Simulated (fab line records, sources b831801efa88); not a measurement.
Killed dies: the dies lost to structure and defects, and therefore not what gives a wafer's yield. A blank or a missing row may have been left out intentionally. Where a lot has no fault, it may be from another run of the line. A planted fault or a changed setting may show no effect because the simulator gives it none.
Matching of chambers -- flow gf180mcu -- GF_V5_CMP_04 on cmp-02 has 4 sister chambers
The step polishes SiO2. 42 wafers are shown with their chamber, then 12 later ones without.

EACH WAFER AND ITS CHAMBER
wafer,chamber,motor_current_A (A),edge_zone_pressure_frac
L074.1,3,12.6,1.001
L074.3,2,12.7,0.997
L074.4,1,11.5,1.012
L076.1,1,11.1,1.004
L076.4,2,11.9,0.996
L076.6,1,11.6,1.002
L077.2,2,11.8,0.995
L077.3,3,12.6,1.003
L077.4,0,10.8,0.996
L077.1,1,11.5,0.998
L077.5,2,12.6,1.000
L077.6,3,13.0,0.994
L078.1,3,12.5,0.997
L078.4,2,12.0,0.999
L078.5,0,10.9,1.000
L080.1,3,13.0,1.005
L080.4,1,12.1,1.004
L080.5,1,11.9,0.997
L082.4,1,11.4,0.997
L082.5,1,11.1,0.989
L082.6,0,11.4,0.995
L081.1,1,11.4,0.989
L081.2,0,10.9,1.000
L081.6,3,13.0,1.001
L089.1,0,11.1,0.988
L089.4,3,11.8,0.998
L089.6,3,13.2,1.005
L090.1,2,12.0,0.996
L090.4,0,10.8,0.992
L090.6,0,10.7,0.994
L091.1,3,12.0,1.002
L091.2,1,11.3,1.000
L091.3,2,12.6,1.004
L092.1,0,10.9,1.004
L092.5,2,12.0,1.000
L092.6,3,12.3,1.001
L093.1,0,11.0,1.010
L093.3,1,11.2,1.008
L093.6,1,11.5,1.001
L093.2,3,12.5,0.996
L093.4,2,12.0,1.002
L093.5,0,11.4,1.003

SIGNATURES, as means of the wafers listed above
reading,chamber 0,chamber 1,chamber 2,chamber 3,scatter within a chamber
motor_current_A,10.990,11.467,12.178,12.591,0.342
edge_zone_pressure_frac,0.99820,1.00008,0.99878,1.00027,0.00536
Rule: for a wafer and a chamber, the distance is found by dividing, reading by reading, the gap between the wafer's reading and the chamber's mean by the reading's scatter, squaring, summing and taking the root. If the next closest chamber is less than 2 further off than the closest, the wafer can't be placed; otherwise it belongs to the closest. The scatter: the root of (the sum of the squares of (reading less its chamber's mean) over the shown wafers, divided by (wafers less chambers)).

WAFERS MISSING THEIR CHAMBER
wafer,motor_current_A (A),edge_zone_pressure_frac
L095.1,11.4,0.997
L095.4,12.2,0.992
L095.5,12.1,0.990
L095.2,11.1,0.998
L095.3,13.2,0.998
L095.6,12.8,1.002
L096.2,10.9,1.003
L096.3,11.8,0.989
L096.6,11.4,1.010
L096.1,12.1,0.997
L096.4,11.5,1.000
L096.5,12.1,0.987

THE CHAMBER EACH PASSED THROUGH
wafer,from the rows above,in truth
L095.1,can't be placed: 1 or 0 or 2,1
L095.4,can't be placed: 2 or 3 or 1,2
L095.5,can't be placed: 2 or 3 or 1 or 0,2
L095.2,can't be placed: 0 or 1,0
L095.3,can't be placed: 3 or 2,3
L095.6,can't be placed: 3 or 2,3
L096.2,can't be placed: 0 or 1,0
L096.3,can't be placed: 2 or 1 or 0 or 3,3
L096.6,can't be placed: 1 or 0 or 2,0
L096.1,can't be placed: 2 or 3 or 1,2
L096.4,can't be placed: 1 or 0 or 2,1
L096.5,can't be placed: 2 or 3 or 1 or 0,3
0 of 12 placed correctly. Cannot be placed on the basis of these rows: 12; the candidates contain the true chamber in 12. Wrongly placed: 0.
